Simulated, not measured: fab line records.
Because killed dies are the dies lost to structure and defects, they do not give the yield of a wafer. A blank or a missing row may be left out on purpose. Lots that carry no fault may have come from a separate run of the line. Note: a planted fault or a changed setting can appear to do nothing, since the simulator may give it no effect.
Commonality check across tools + flow gf180mcu + 13 lots and 39 wafers in the sample

## THE REASON FOR OPENING IT
Flagged at GF_HV_LDD_CD_MEAS_46: reading cd_nm, on 2 of 13 lots. Wafers without a fault read 399.8 nm, standard deviation 2.3.
Rule: a lot is flagged when every wafer of it that has a number lies more than 4 standard deviations from that mean, or none has a number. As for the other lots, they are considered sound.

| lot  | measured     | on        | cd_nm (nm), wafer by wafer | flag    |
|------|--------------|-----------|----------------------------|---------|
| L634 | day 12 08:50 | cd_sem-02 | 401.1 401.7 399.6          |         |
| L636 | day 13 01:08 | cd_sem-02 | 401.3 402.1 403.2          |         |
| L637 | day 13 09:25 | cd_sem-02 | 403.9 405.6 405.2          |         |
| L638 | day 13 19:29 | cd_sem-02 | 400.9 403.0 402.9          |         |
| L639 | day 14 01:34 | cd_sem-01 | 400.4 400.0 401.2          |         |
| L641 | day 14 17:54 | cd_sem-01 | 397.5 397.2 397.2          |         |
| L640 | day 14 18:12 | cd_sem-01 | 398.7 398.1 400.0          |         |
| L645 | day 16 02:19 | cd_sem-02 | 396.0 395.9 395.0          |         |
| L646 | day 16 09:53 | cd_sem-01 | 403.9 403.6 402.7          |         |
| L649 | day 17 08:50 | cd_sem-02 | 416.5 415.5 417.5          | FLAGGED |
| L650 | day 17 17:44 | cd_sem-01 | 417.3 418.0 416.8          | FLAGGED |
| L655 | day 19 15:00 | cd_sem-01 | 401.6 399.7 398.4          |         |
| L656 | day 19 21:25 | cd_sem-02 | 399.7 400.6 400.5          |         |
On average the flagged lots' numbers are 416.9 nm, which is +17.1 nm against the usual, or +7 standard deviations.

## LOT BY LOT: THE TOOL USED
The record holds 2 process steps before the reading, out of a route of 602 steps. Read each cell as the tool, then ch plus the chambers that the sampled wafers visited, then the start.
| lot  | flag    | GF_DUAL_GATE_STRIP_13                | GF_HV_LDD_EXPOSE_43                 |
|------|---------|--------------------------------------|-------------------------------------|
| L634 |         | plasma_asher-01 ch 0, day 8 06:28    | iline_stepper-01 ch 0, day 11 23:16 |
| L636 |         | plasma_asher-01 ch 0,1, day 8 23:25  | iline_stepper-02 ch 0, day 12 15:19 |
| L637 |         | plasma_asher-02 ch 0,1, day 9 07:01  | iline_stepper-02 ch 0, day 12 23:58 |
| L638 |         | plasma_asher-02 ch 0,1, day 9 10:13  | iline_stepper-02 ch 0, day 13 09:05 |
| L639 |         | plasma_asher-02 ch 0,1, day 9 19:04  | iline_stepper-01 ch 0, day 13 15:15 |
| L641 |         | plasma_asher-03 ch 0,1, day 10 09:28 | iline_stepper-01 ch 0, day 14 07:03 |
| L640 |         | plasma_asher-01 ch 1, day 10 07:11   | iline_stepper-02 ch 0, day 14 07:22 |
| L645 |         | plasma_asher-01 ch 0,1, day 11 13:12 | iline_stepper-02 ch 0, day 15 15:04 |
| L646 |         | plasma_asher-02 ch 0,1, day 11 18:33 | iline_stepper-02 ch 0, day 15 23:17 |
| L649 | FLAGGED | plasma_asher-02 ch 0,1, day 12 15:31 | iline_stepper-01 ch 0, day 16 21:56 |
| L650 | FLAGGED | plasma_asher-03 ch 0,1, day 12 22:08 | iline_stepper-01 ch 0, day 17 06:17 |
| L655 |         | plasma_asher-01 ch 0,1, day 14 14:43 | iline_stepper-02 ch 0, day 19 03:01 |
| L656 |         | plasma_asher-02 ch 0,1, day 14 18:19 | iline_stepper-02 ch 0, day 19 09:07 |
What these steps do:
- GF_DUAL_GATE_STRIP_13: strips in O2/N2.
- GF_HV_LDD_EXPOSE_43: exposes mask Pplus HV AREA, target cd 400 nm.
- GF_HV_LDD_CD_MEAS_46: target cd 400 nm.

## FLAGGED AGAINST TOTAL, ONE TOOL AT A TIME (gauges that did the reading follow at the end)
| step                  | tool             | lots run | flagged | share of the flagged lots | sound lots run after its first flagged lot |
|-----------------------|------------------|----------|---------|---------------------------|--------------------------------------------|
| GF_DUAL_GATE_STRIP_13 | plasma_asher-01  | 5        | 0       | none                      | -                                          |
| GF_DUAL_GATE_STRIP_13 | plasma_asher-02  | 6        | 1       | some                      | 1 (L656)                                   |
| GF_DUAL_GATE_STRIP_13 | plasma_asher-03  | 2        | 1       | some                      | 0                                          |
| GF_HV_LDD_EXPOSE_43   | iline_stepper-01 | 5        | 2       | all                       | 0                                          |
| GF_HV_LDD_EXPOSE_43   | iline_stepper-02 | 8        | 0       | none                      | -                                          |
| GF_HV_LDD_CD_MEAS_46  | cd_sem-01        | 6        | 1       | some                      | 1 (L655)                                   |
| GF_HV_LDD_CD_MEAS_46  | cd_sem-02        | 7        | 1       | some                      | 1 (L656)                                   |

## WHAT IS ALLOWED BY THE TABLE
In the table, 1 row covers all flagged lots: iline_stepper-01 at GF_HV_LDD_EXPOSE_43.
- iline_stepper-01 at GF_HV_LDD_EXPOSE_43: 2 of its 5 lots flagged. A fault beginning between L641 (day 14 07:03), its last sound lot, and L649 (day 16 21:56), its first flagged one, fits the data. Its own readings (exposure_dose_mJ_cm2) fall more than 4 standard deviations out on all wafers of the flagged lots.
What remains is a single tool, iline_stepper-01 at GF_HV_LDD_EXPOSE_43.

## WHAT WAS PUT IN BY THE SIMULATOR
Process parameter drift: iline_stepper-01, from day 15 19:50 on, at GF_HV_LDD_EXPOSE_43. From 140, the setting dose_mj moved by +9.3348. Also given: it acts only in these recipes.
Lots struck among those shown: L649, L650. The rule above found the same.
